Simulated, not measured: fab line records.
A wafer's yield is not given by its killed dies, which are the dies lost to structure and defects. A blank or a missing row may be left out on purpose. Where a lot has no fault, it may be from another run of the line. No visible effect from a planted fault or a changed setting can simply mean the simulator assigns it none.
A lot that was struck, set against a sound lot    flow sfq line    28 out of 325 route steps
Sound: these wafers, L898.3, L898.4, L898.6. Struck: wafer L896.4 (left out: L896.2, L896.6 of the same lot, which were not struck); the cause appears at the end.
Each step with rows lists, per side, the tool, then ch with its chambers, then its first start. Under that, the readings that differ: sound wafers    struck wafers    difference of the means    sigmas: that difference in standard deviations of wafers without a fault.
alike: same words and numbers on both sides, and readings whose means sit less than 2 such deviations apart. not compared: any withheld reading, any reading some wafer has no value for, any bound like >300 that may hide the same value, and any number with overlapping values for which the record gives no deviation.
Wherever a step has rows on one side only, a row that says differs or no value, or a row with sigmas, the two part there. Numbers that have no deviation but don't overlap get no sigmas and don't part them. A reading missing from all wafers of one side parts the sides only when that side holds two or more wafers.

first, 6 steps without rows for these wafers: SFQ_TRILAYER_M0_LITHO_COAT_026 (resist thk 62 nm); SFQ_TRILAYER_M0_LITHO_COAT_021 (resist thk 600 nm); SFQ_TRILAYER_M0_LITHO_SOFTBAKE_025; SFQ_TRILAYER_M0_LITHO_EXPOSE_022 (exposes mask M0, target cd 500 nm); SFQ_TRILAYER_M0_LITHO_PEB_024 (peb time 60 s); SFQ_TRILAYER_M0_LITHO_DEVELOP_023 (time 60 s).
SFQ_M0_OVL_MEAS_906:
  sound on overlay-01 at day 18 08:19; struck on overlay-02 at day 17 19:07
  alike: M0_OVL
SFQ_TRILAYER_M0_BARC_OPEN_METAL_ETCH_031: etches BARC in O2, target depth 125 nm, time 41.7 s.
  sound on rie metal-03 ch 0,1, day 18 08:22; struck on rie metal-03 ch 1, day 17 19:09
  alike: drypump motor current A, he backside leak sccm, oes product au
  not compared: rf hours counter h
SFQ_TRILAYER_M0_ETCH_METAL_ETCH_024: etches Nb in Cl2/Ar, stops on SiO2, target depth 240 nm, time 120 s.
  sound on rie metal-03 ch 0,1, day 18 08:27; struck on rie metal-03 ch 1, day 17 19:13
  alike: drypump motor current A, he backside leak sccm, oes product au
  not compared: rf hours counter h
SFQ_TRILAYER_M0_STRIP_STRIP_025: strips in O2.
  sound on rie metal-03 ch 0,1, day 18 08:44; struck on rie metal-03 ch 1, day 17 19:20
  alike: drypump motor current A, he backside leak sccm, oes product au
  not compared: rf hours counter h
then, 2 steps without rows for these wafers: SFQ_TRILAYER_M0_STRIP_SOLV_CLEAN_026 (cleans in NMP, time 600 s); SFQ_TRILAYER_I0_DEP_PECVD_027 (deposits SiO2 from SiH4/N2O, time 111.11 s, target thk 500 nm).
SFQ_TRILAYER_I0_CMP_CMP_028: polishes SiO2.
  sound on cmp-01 ch 1,2, day 18 09:24; struck on cmp-02 ch 1, day 17 21:52
reading                                              sound              struck  difference  sigmas
motor current A (A)                                  10.6 10.4 11.7     9.2     -1.7        -2
time to endpoint s (s)                               202 208 218        191     -18         -2
model.SiO2_of_TRILAYER_I0_DEP_PECVD_027.thk nm (nm)  200.2 201.4 202.8  213.2   +11.7       
SFQ_I0_BOW_MEAS_907:
  sound on film metro-04 at day 18 12:26; struck on film metro-04 at day 17 23:23
  alike: I0_BOW
SFQ_TRILAYER_I0_METRO_MEASURE_029:
  sound on film metro-04 at day 18 12:55; struck on film metro-04 at day 17 23:41
reading      sound              struck  difference  sigmas
thk nm (nm)  200.2 201.5 202.9  213.2   +11.7       +12
then, 6 steps without rows for these wafers: SFQ_TRILAYER_I0_VIA_LITHO_COAT_036 (resist thk 62 nm); SFQ_TRILAYER_I0_VIA_LITHO_COAT_031 (resist thk 650 nm); SFQ_TRILAYER_I0_VIA_LITHO_SOFTBAKE_035; SFQ_TRILAYER_I0_VIA_LITHO_EXPOSE_032 (exposes mask I0, target cd 500 nm); SFQ_TRILAYER_I0_VIA_LITHO_PEB_034 (peb time 60 s); SFQ_TRILAYER_I0_VIA_LITHO_DEVELOP_033 (time 60 s).
SFQ_I0_OVL_MEAS_908:
  sound on overlay-02 at day 18 15:59; struck on overlay-01 at day 18 02:56
  alike: I0_OVL
then, 1 step without rows for these wafers: SFQ_TRILAYER_I0_VIA_BARC_OPEN_VIA_ETCH_046 (etches BARC in O2, target depth 125 nm, time 41.7 s).
SFQ_TRILAYER_I0_VIA_ETCH_VIA_ETCH_034: etches SiO2 in CHF3, stops on Nb, target depth 260 nm.
  sound on rie diel-04 ch 0,1,3, day 18 16:03; struck on rie diel-02 ch 2, day 18 03:01
reading                         sound              struck  difference  sigmas
oes product au (a.u.)           0.852 0.860 0.862  0.882   +0.024      +5
model.etch.depth nm (nm)        200.2 201.4 202.8  213.2   +11.7       
model.I0.feature depth nm (nm)  200.2 201.4 202.8  213.2   +11.7       
  alike: drypump motor current A
SFQ_TRILAYER_I0_VIA_STRIP_STRIP_035: strips in O2.
  sound on rie metal-04 ch 0,1, day 18 16:22; struck on rie metal-04 ch 1, day 18 03:07
  alike: drypump motor current A, he backside leak sccm, oes product au
  not compared: rf hours counter h
then, 1 step without rows for these wafers: SFQ_TRILAYER_I0_VIA_STRIP_SOLV_CLEAN_036 (cleans in NMP, time 600 s).
SFQ_TRILAYER_M1_DEP_PRE_CLEAN_038: time 22.5 s.
  sound on pvd sputter-05 at day 18 16:57; struck on pvd sputter-03 at day 18 03:53
reading                                              sound              struck  difference  sigmas
model.SiO2_of_TRILAYER_I0_DEP_PECVD_027.thk nm (nm)  192.7 193.9 195.3  205.7   +11.7       
SFQ_TRILAYER_M1_DEP_SPUTTER_037: material Nb, target thk 200 nm, time 133.3 s.
  sound on pvd sputter-05 at day 18 16:59; struck on pvd sputter-03 at day 18 03:55
  alike: throttle valve pct

## WHERE THEY PART
At SFQ_TRILAYER_I0_CMP_CMP_028 first; at SFQ_TRILAYER_I0_VIA_ETCH_VIA_ETCH_034 last (within this record only). Later steps at which nothing parts them and some readings are alike: SFQ_TRILAYER_I0_VIA_STRIP_STRIP_035, SFQ_TRILAYER_M1_DEP_SPUTTER_037.

WHY: what had been put in by the simulator
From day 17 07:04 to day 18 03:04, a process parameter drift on cmp-02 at SFQ_TRILAYER_I0_CMP_CMP_028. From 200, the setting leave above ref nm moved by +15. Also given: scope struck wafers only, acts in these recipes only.
